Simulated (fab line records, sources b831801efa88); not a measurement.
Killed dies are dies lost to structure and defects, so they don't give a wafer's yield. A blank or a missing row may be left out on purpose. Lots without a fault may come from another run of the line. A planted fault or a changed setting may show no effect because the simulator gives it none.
Chamber matching | flow gf180mcu | GF_CONTACT_CMP_04 on cmp-02: 4 sister chambers
The step polishes SiO2. 14 wafers are shown with their chamber, then 7 later ones without.

WAFERS WITH THEIR CHAMBER
wafer  | chamber | motor_current_A (A) | time_to_endpoint_s (s) | retaining_ring_pressure_frac
L667.1 | 3       | 12.0                | 112                    | 0.998
L667.5 | 1       | 13.9                | 114                    | 0.998
L667.6 | 0       | 12.5                | 114                    | 1.003
L669.1 | 0       | 13.0                | 114                    | 0.997
L669.4 | 2       | 12.8                | 116                    | 1.006
L669.6 | 1       | 13.9                | 119                    | 0.994
L672.2 | 0       | 13.1                | 101                    | 1.000
L672.4 | 3       | 12.9                | 108                    | 0.996
L672.5 | 1       | 13.9                | 113                    | 1.002
L675.2 | 3       | 12.5                | 95                     | 0.993
L675.4 | 2       | 12.9                | 107                    | 0.998
L675.6 | 2       | 12.3                | 101                    | 1.006
L677.1 | 2       | 12.7                | 101                    | 0.991
L677.2 | 0       | 12.2                | 102                    | 1.003

SIGNATURES (means of the wafers above)
reading                      | chamber 0 | chamber 1 | chamber 2 | chamber 3 | scatter within a chamber
motor_current_A              | 12.700    | 13.900    | 12.675    | 12.467    | 0.34
time_to_endpoint_s           | 107.75    | 115.33    | 106.25    | 105.00    | 6.97
retaining_ring_pressure_frac | 1.00075   | 0.99800   | 1.00025   | 0.99567   | 0.00476
Rule: a wafer's distance from a chamber is the root of the sum, over the readings, of the square of ((its reading less the chamber's mean) divided by the reading's scatter). The wafer belongs to the nearest chamber; if the next one is less than 2 further off, it can't be placed. The scatter: the root of (the sum of the squares of (reading less its chamber's mean) over the shown wafers, divided by (wafers less chambers)).

WAFERS WITHOUT THEIR CHAMBER
wafer  | motor_current_A (A) | time_to_endpoint_s (s) | retaining_ring_pressure_frac
L677.3 | 13.9                | 103                    | 1.004
L678.3 | 11.7                | 106                    | 0.999
L678.4 | 12.3                | 116                    | 1.004
L678.6 | 12.4                | 109                    | 1.006
L679.1 | 13.0                | 107                    | 0.994
L679.3 | 12.6                | 113                    | 1.005
L679.5 | 12.5                | 114                    | 0.996

WHICH CHAMBER EACH WENT THROUGH
wafer  | from the rows above               | in truth
L677.3 | can't be placed: 1 or 0 or 2      | 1
L678.3 | can't be placed: 3 or 2 or 0      | 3
L678.4 | can't be placed: 0 or 2 or 3      | 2
L678.6 | can't be placed: 0 or 2 or 3      | 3
L679.1 | can't be placed: 2 or 3 or 0 or 1 | 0
L679.3 | can't be placed: 0 or 2 or 3      | 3
L679.5 | can't be placed: 3 or 0 or 2      | 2
Placed correctly: 0 of 7. Can't be placed from these rows: 7 (the true chamber is among the candidates in 7). Placed wrongly: 0.
